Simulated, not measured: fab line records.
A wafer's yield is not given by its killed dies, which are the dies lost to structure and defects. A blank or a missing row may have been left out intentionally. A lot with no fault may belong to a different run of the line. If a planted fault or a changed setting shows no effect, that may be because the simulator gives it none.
A struck lot beside a sound one	flow sfq-line	24 out of 325 route steps
Sound: wafers L834.3, L834.4, L834.5. Wafers L844.1, L844.2, L844.4 were the ones struck. The cause is given at the end.
Order at every step that has rows: each side's tool, ch and its chambers, its first start. Under that, the readings that differ: sound wafers	struck wafers	difference of the means	sigmas: that difference in standard deviations of wafers without a fault.
alike: readings with means less than 2 such deviations apart, plus words and numbers identical on both sides. not compared: withheld readings, readings lacking a value on some wafer, bounds such as >300 that could conceal the same value, and numbers that have no deviation in the record and whose values overlap.
The two part at a step that has a row with sigmas, a row that says differs or no value, or rows on one side only. Numbers that don't overlap but have no deviation are shown without sigmas and don't part them. A reading that every wafer of one side lacks parts them only if that side has two wafers or more.

first, 6 steps without rows for these wafers: SFQ_TRILAYER_I1_VIA_LITHO_COAT_054 (resist thk 62 nm); SFQ_TRILAYER_I1_VIA_LITHO_COAT_049 (resist thk 650 nm); SFQ_TRILAYER_I1_VIA_LITHO_SOFTBAKE_053; SFQ_TRILAYER_I1_VIA_LITHO_EXPOSE_050 (exposes mask I1, target cd 500 nm); SFQ_TRILAYER_I1_VIA_LITHO_PEB_052 (peb time 60 s); SFQ_TRILAYER_I1_VIA_LITHO_DEVELOP_051 (time 60 s).
SFQ_I1_OVL_MEAS_913:
  sound on overlay-02, day 31 18:43; struck on overlay-02, day 33 23:59
  alike: I1_OVL
SFQ_TRILAYER_I1_VIA_BARC_OPEN_VIA_ETCH_071: etches BARC in O2, target depth 125 nm, time 41.7 s.
  sound on rie-diel-04 ch 0,2, day 31 18:45; struck on rie-diel-04 ch 0,1,2, day 34 00:01
  alike: drypump-motor-current-A, oes-product-au
  not compared: rf-hours-counter-h
SFQ_TRILAYER_I1_VIA_ETCH_VIA_ETCH_052: etches SiO2 in CHF3, stops on Nb, target depth 260 nm.
  sound on rie-diel-04 ch 0,2, day 31 18:47; struck on rie-diel-04 ch 0,1,2, day 34 00:04
  alike: drypump-motor-current-A, oes-product-au
SFQ_TRILAYER_I1_VIA_STRIP_STRIP_053: strips in O2.
  sound on rie-metal-03 ch 0,1, day 31 19:06; struck on rie-metal-03 ch 0,1, day 34 00:11
  alike: drypump-motor-current-A, oes-product-au
  not compared: rf-hours-counter-h
then, 2 steps without rows for these wafers: SFQ_TRILAYER_I1_VIA_STRIP_SOLV_CLEAN_054 (cleans in NMP, time 600 s); SFQ_TRILAYER_M2_DEP_PRE_CLEAN_056 (time 22.5 s).
SFQ_TRILAYER_M2_DEP_SPUTTER_055: material Nb, target thk 200 nm, time 133.3 s.
  sound on pvd-sputter-03, day 31 19:43; struck on pvd-sputter-03, day 34 01:25
  alike: throttle-valve-pct
SFQ_M2_RS_MEAS_914: the measuring method here is four-point-probe.
  sound on film-metro-01, day 31 19:51; struck on film-metro-01, day 34 01:30
reading	sound	struck	difference	sigmas
M2_NB_RS (ohm/sq)	0.878 0.862 0.872	0.444 0.438 0.443	-0.429	-36
then, 6 steps without rows for these wafers: SFQ_TRILAYER_M2_LITHO_COAT_062 (resist thk 62 nm); SFQ_TRILAYER_M2_LITHO_COAT_057 (resist thk 600 nm); SFQ_TRILAYER_M2_LITHO_SOFTBAKE_061; SFQ_TRILAYER_M2_LITHO_EXPOSE_058 (exposes mask M2, target cd 500 nm); SFQ_TRILAYER_M2_LITHO_PEB_060 (peb time 60 s); SFQ_TRILAYER_M2_LITHO_DEVELOP_059 (time 60 s).
-- the record jumps here: 6 days lie between the struck wafers' starts before and after --
SFQ_M2_OVL_MEAS_916:
  sound on overlay-01, day 38 03:49; struck on overlay-01, day 40 03:14
  alike: M2_OVL
SFQ_TRILAYER_M2_BARC_OPEN_METAL_ETCH_077: etches BARC in O2, target depth 125 nm, time 41.7 s.
  sound on rie-metal-02 ch 0,1, day 38 03:52; struck on rie-metal-03 ch 0,1, day 40 03:16
  alike: drypump-motor-current-A, oes-product-au
  not compared: rf-hours-counter-h
SFQ_TRILAYER_M2_ETCH_METAL_ETCH_060: etches Nb in Cl2/Ar, stops on SiO2, target depth 240 nm, time 120 s.
  sound on rie-metal-02 ch 0,1, day 38 03:57; struck on rie-metal-03 ch 0,1, day 40 03:20
reading	sound	struck	difference	sigmas
oes-product-au (a.u.)	0.910 0.914 0.912	0.995 1.003 1.001	+0.088	+10
model.M2.feature-depth-nm (nm)	202.4 206.5 203.6	236.6 239.6 239.9	+34.5	
model.etch.depth-nm (nm)	202.4 206.5 203.6	236.6 239.6 239.9	+34.5	
  alike: drypump-motor-current-A
  not compared: rf-hours-counter-h
SFQ_TRILAYER_M2_STRIP_STRIP_061: strips in O2.
  sound on rie-metal-02 ch 0,1, day 38 04:14; struck on rie-metal-03 ch 0,1, day 40 03:27
  alike: drypump-motor-current-A, oes-product-au
  not compared: rf-hours-counter-h

== WHERE THEY PART ==
First at SFQ_M2_RS_MEAS_914; last, within this record, at SFQ_TRILAYER_M2_ETCH_METAL_ETCH_060. Later steps at which nothing parts them and some readings are alike: SFQ_TRILAYER_M2_STRIP_STRIP_061.

WHY: the cause the simulator had injected
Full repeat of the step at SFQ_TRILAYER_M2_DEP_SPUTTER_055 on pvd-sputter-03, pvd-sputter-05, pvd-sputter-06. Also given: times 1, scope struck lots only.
